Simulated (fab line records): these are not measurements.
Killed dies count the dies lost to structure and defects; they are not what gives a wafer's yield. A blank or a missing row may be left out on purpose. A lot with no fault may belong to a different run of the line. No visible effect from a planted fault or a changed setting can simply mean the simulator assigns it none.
Problem report in the 8D (eight disciplines) form, filled by code    flow sky130    the parts of the form that need people (team, actions taken, sign-off) are left out

== 1. PROBLEM STATEMENT ==
At SKY_PAD_OPEN_PROBE_99, killed_at_M0_to_M3 averages 83 over 4 wafers from 3 lots, while fault-free wafers read 44, standard deviation 7.2. Measured from the usual mean, that is +5.5 standard deviations.
First seen on wafer L628.1, day 49 05:07, on prober-02. The record holds 18 wafers of 6 lots with a number at this step. Rule for "out" (also "out of limits"): further than 4 standard deviations from the usual mean. All remaining wafers that have a number are taken as sound.

== 2. WHAT IT IS; WHAT IT IS NOT ==
question                     is                              is not
which readings at this step  killed_at_M0_to_M3              killed_at_M4_up, killed-at-front-end, killed-at-other, killed-open, killed-short
which lots                   L628, L631, L632                L620, L625, L627
which wafers of those lots   L628.1, L631.5, L632.4, L632.5  L628.2, L628.6, L631.3, L631.6, L632.3
read on which tools          prober-01, prober-02            -
when                         from day 49 05:07               up to then (9 sound wafers); but 5 sound wafers of L628, L631, L632 came after

== 3. SUSPECTS, AND WHAT RULES EACH OUT ==
Counting: any tool at a process step up to the reading remains a suspect provided it ran every lot that is out. Sound lots after the first of them don't rule it out here, since some wafers of a struck lot are sound.
- rie-metal-02 at SKY_METAL3_METAL_ETCH_18 (etches the open film in Cl2/BCl3, stops on SiO2, target depth 845 nm, time 183.1 s): kept. It ran every lot that is out, first L628 (day 42 20:33); its last sound lot up to then is L627 (day 42 11:16).
- plasma-asher-03 at SKY_VIA4_STRIP_13 (strips in O2/N2): kept. It ran every lot that is out, first L628 (day 46 15:08); its last sound lot up to then is L625 (day 45 23:44).
- At SKY_METAL3_METAL_ETCH_18 on rie-metal-02, chamber 0 took the sound wafers of the same lots and chamber 1 took the wafers that are out.
Left after counting: rie-metal-02 at SKY_METAL3_METAL_ETCH_18, plasma-asher-03 at SKY_VIA4_STRIP_13.

== 4. THE CAUSE (what the simulator had put in) ==
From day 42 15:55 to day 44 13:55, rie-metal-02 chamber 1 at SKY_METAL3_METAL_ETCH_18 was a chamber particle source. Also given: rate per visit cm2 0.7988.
After counting, 2 suspects remain, this tool included.

== 5. THE CHAIN OF EFFECTS, in route order ==
One row per reading whose mean, taken over the struck wafers that have a number, lies over 3 standard deviations from the usual. Scope: only readings with a usual standard deviation given in the record; hours: median across lots of the time from each lot's start at the first step in this table that gives one to its start at this step; sigmas: change in usual standard deviations.
hours  step                   reading               usual   on struck wafers  change  sigmas
0      SKY_PAD_OPEN_PROBE_99  defect-limited-yield  82.3 %  75.4              -6.9    -3.3
0      SKY_PAD_OPEN_PROBE_99  killed_at_M0_to_M3    44      83                +39     +5.5
0      SKY_PAD_OPEN_PROBE_99  killed-dies           87      121               +34     +3.4
0      SKY_PAD_OPEN_PROBE_99  sort_bin_3_pad_short  0.8 %   2.6               +1.8    +4.7
0      SKY_PAD_OPEN_PROBE_99  sort-n-pass           405     371               -34     -3.4
0      SKY_PAD_OPEN_PROBE_99  sort-yield-pct        82.3 %  75.4              -6.9    -3.3
Its process steps:
- SKY_PAD_OPEN_PROBE_99

== 6. WHAT WOULD HAVE CAUGHT IT SOONER ==
The fault began at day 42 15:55; the first out-of-limits reading in this record came at day 49 05:07, 157 hours later.
An alarm limit of 4 standard deviations would not have fired on the tool readings at SKY_METAL3_METAL_ETCH_18 for which the record gives a usual standard deviation, since none of them was out on any struck wafer.
By day 49 05:07 the whole set of lots that are out, 3 in number, had already begun SKY_METAL3_METAL_ETCH_18 on rie-metal-02. Holding the tool at that point would not have protected any of them.
